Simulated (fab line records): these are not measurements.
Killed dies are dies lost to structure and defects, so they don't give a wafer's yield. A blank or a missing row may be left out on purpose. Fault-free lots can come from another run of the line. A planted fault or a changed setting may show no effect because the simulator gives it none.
A struck lot beside a sound one :: flow sky130 :: 22 steps out of a route of 708
Sound: wafers L872.2, L872.4, L872.5. Struck: wafers L883.1, L883.2, L883.6. The cause is named last.
Order at every step that has rows: each side's tool, ch and its chambers, its first start. Under that, the readings that differ: sound wafers :: struck wafers :: difference of the means :: sigmas: that difference in standard deviations of wafers without a fault.
alike: readings with means less than 2 such deviations apart, plus words and numbers identical on both sides. not compared: withheld readings, readings lacking a value on some wafer, bounds such as >300 that could conceal the same value, and numbers that have no deviation in the record and whose values overlap.
A row with sigmas, a row that says differs or no value, or rows on one side alone: a step with any of these is where the two part. Non-overlapping numbers with no deviation appear without sigmas and do not part them. A reading missing from all wafers of one side parts the sides only when that side holds two or more wafers.

first, 4 steps without rows for these wafers: SKY_NWELL_SOFTBAKE_06; SKY_NWELL_EXPOSE_07 (exposes mask NWM, target cd 840 nm); SKY_NWELL_PEB_08; SKY_NWELL_DEVELOP_09 (develop time 60 s).
SKY_NWELL_OVL_MEAS_10:
  sound: overlay-02 at day 5 11:10; struck: overlay-01 at day 8 06:42
  alike: NWELL_00_OVL
then, 3 steps without rows for these wafers: SKY_NWELL_IMPLANT_11; SKY_NWELL_IMPLANT_12; SKY_NWELL_IMPLANT_13.
SKY_NWELL_STRIP_14: strips in O2/N2.
  sound on plasmaAsher-04 ch 0,1, day 5 11:38; struck on plasmaAsher-02 ch 0,1, day 8 07:11
  alike: chamberPressureMTorr, drypumpMotorCurrentA, oesProductAu, stripTimeToEndpointS
  not compared: rfHoursCounterH
SKY_NWELL_TW_MEAS_15:
  sound: filmMetro-01 at day 5 11:45; struck: filmMetro-04 at day 8 07:17
reading: NWELL_TW
sound: 1824 1818 1827
struck: 1785 1788 1782
difference: -38
sigmas: -3
then, 2 steps without rows for these wafers: SKY_NWELL_DEHYDRATE_16 (time 60 s); SKY_NWELL_HMDS_17 (prime time 60 s).
SKY_NWELL_COAT_18: resist thk 3000 nm.
  sound on lithoTrack-03 ch 0, day 5 20:50; struck on lithoTrack-02 ch 0, day 8 17:50
reading: model.coat_of_NWELL_COAT_18.thkNm (nm)
sound: 3003 2994 2997
struck: 1693 1693 1694
difference: -1305
sigmas: 
  alike: resistLineTempC
then, 3 steps without rows for these wafers: SKY_NWELL_SOFTBAKE_19; SKY_NWELL_EXPOSE_20 (exposes mask NWM COMPLEMENT, target cd 840 nm); SKY_NWELL_PEB_21.
SKY_NWELL_DEVELOP_22: develop time 60 s.
  sound: lithoTrack-01 ch 0; struck: lithoTrack-01 ch 0
reading: model.coat_of_NWELL_COAT_18.thkNm (nm)
sound: 2998 2990 2993
struck: 1688 1689 1689
difference: -1305
sigmas: 
  alike: resistLineTempC
SKY_NWELL_OVL_MEAS_23:
  sound: overlay-01 at day 6 05:25; struck: overlay-01 at day 9 04:21
  alike: NWELL_01_OVL
then, 1 step without rows for these wafers: SKY_NWELL_IMPLANT_24.
SKY_NWELL_STRIP_25: strips in O2/N2.
  sound on plasmaAsher-02 ch 0,1, day 6 05:35; struck on plasmaAsher-02 ch 0,1, day 9 04:32
reading: stripTimeToEndpointS (s)
sound: 36.95 36.84 36.87
struck: 21.73 21.72 21.74
difference: -15.16
sigmas: -99 or more
  alike: chamberPressureMTorr, drypumpMotorCurrentA, oesProductAu
  not compared: rfHoursCounterH
SKY_NWELL_TW_MEAS_26:
  sound: filmMetro-01 at day 6 05:42; struck: filmMetro-03 at day 9 04:38
  alike: NWELL_2_TW
-- the record jumps here: 41 days lie between the struck wafers' starts before and after (it left off in module NWELL and takes up again in module PAD_OPEN, whose first step shown is number 708 of the route) --
SKY_PAD_OPEN_PROBE_99:
  sound: prober-02 at day 46 18:17; struck: prober-02 at day 49 16:40
reading: model.etest.nfet_16v.rOnOhmUm
sound: 1.356e+04 1.381e+04 1.376e+04
struck: 1.472e+04 1.461e+04 1.457e+04
difference: +9.233e+02
sigmas: 

reading: model.etest.resIsoPwell.widthNm (nm)
sound: 2642 2642 2637
struck: 2757 2758 2755
difference: +116
sigmas: 

reading: model.etest.resNwell.widthNm (nm)
sound: 841.6 841 840.8
struck: 779.7 775.8 782.7
difference: -61.7
sigmas: 

reading: model.etest.pfet_16v.driveUaUm
sound: 251.9 250.7 250.5
struck: 254.5 256.7 256.2
difference: +4.8
sigmas: 
  alike: killed_at_M0_to_M3, killed_at_M4_up, killedAtContacts, killedAtFrontEnd, killedAtOther, killedDies, killedOpen, killedShort

WHERE THEY PART
Last at SKY_NWELL_STRIP_25 as far as this record goes, first at SKY_NWELL_TW_MEAS_15. Later steps at which nothing parts them and some readings are alike: SKY_NWELL_TW_MEAS_26, SKY_PAD_OPEN_PROBE_99.

WHY: the cause the simulator had injected
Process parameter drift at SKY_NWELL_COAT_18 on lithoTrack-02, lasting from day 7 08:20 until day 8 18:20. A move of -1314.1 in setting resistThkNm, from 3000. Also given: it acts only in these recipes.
